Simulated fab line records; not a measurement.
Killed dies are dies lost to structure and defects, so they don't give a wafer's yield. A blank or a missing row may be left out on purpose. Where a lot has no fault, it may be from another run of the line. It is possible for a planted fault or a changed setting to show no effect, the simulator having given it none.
The tool behind it: which one? ; flow gf180mcu ; Sampling: 6 lots, 18 wafers, 2 of 602 route steps

WHAT THE GAUGES SHOWED, per wafer
GF_HV_LDD_OVL_MEAS_20.
lot;measured;on;HV_LDD_01_OVL (nm)
L934;day 11 03:15;overlay-01;2.1 0.5 2.5
L936;day 11 17:51;overlay-01;2.6 1.3 0.5
L941;day 13 12:18;overlay-02;0.8 0.5 1.0
L945;day 14 13:15;overlay-01;62.7 63.6 61.8
L949;day 15 19:23;overlay-01;0.9 2.2 2.5
L953;day 17 12:18;overlay-02;2.0 2.1 1.8

TOOL THAT RAN EACH LOT (tool first, then ch and the chambers of the sampled wafers, then the start)
lot;GF_HV_LDD_EXPOSE_16
L934;iline-stepper-01 ch 0, day 10 17:54
L936;iline-stepper-02 ch 0, day 11 08:34
L941;iline-stepper-02 ch 0, day 13 02:22
L945;iline-stepper-01 ch 0, day 14 02:40
L949;iline-stepper-02 ch 0, day 15 08:58
L953;iline-stepper-02 ch 0, day 17 00:44
- GF_HV_LDD_EXPOSE_16: exposes mask Pplus LV AREA, target cd 400 nm.

THE ANSWER, worked out from the rows above alone
Rule: the lots themselves supply what counts as usual. Put in order of their means at a reading, lots are off if they are a third of the lots or fewer, leave a main group of 4 or more, and stand apart from it by a gap of 3 or more times the standard deviation of the main group's means; of several such gaps the widest counts. If all means in a main group match to the digits the tables above print for the reading, that group is not used. A lot without any number at a reading at which 4 lots or more have one is off too. All remaining lots with rows at the step are treated as sound.
Off: L945, at GF_HV_LDD_OVL_MEAS_20 (HV_LDD_01_OVL). The main group has a mean of 1.6 nm with a standard deviation of 0.43.
A tool fits if, at a process step before that reading, it ran every lot that is off, and no sound lot after the first of them. Those tools and the gauges at GF_HV_LDD_OVL_MEAS_20 are tried in the same way. One candidate fits, namely iline-stepper-01 at GF_HV_LDD_EXPOSE_16. Its last sound lot is L934 (day 10 17:54), its first lot that is off L945 (day 14 02:40): a fault that began between those two fits.

WHAT THE SIMULATOR HAD PUT IN
Scanner matching overlay: iline-stepper-01, from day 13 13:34 on, at GF_HV_LDD_EXPOSE_16. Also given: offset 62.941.
Shown lots that were struck: L945. This agrees with what the rule above found.
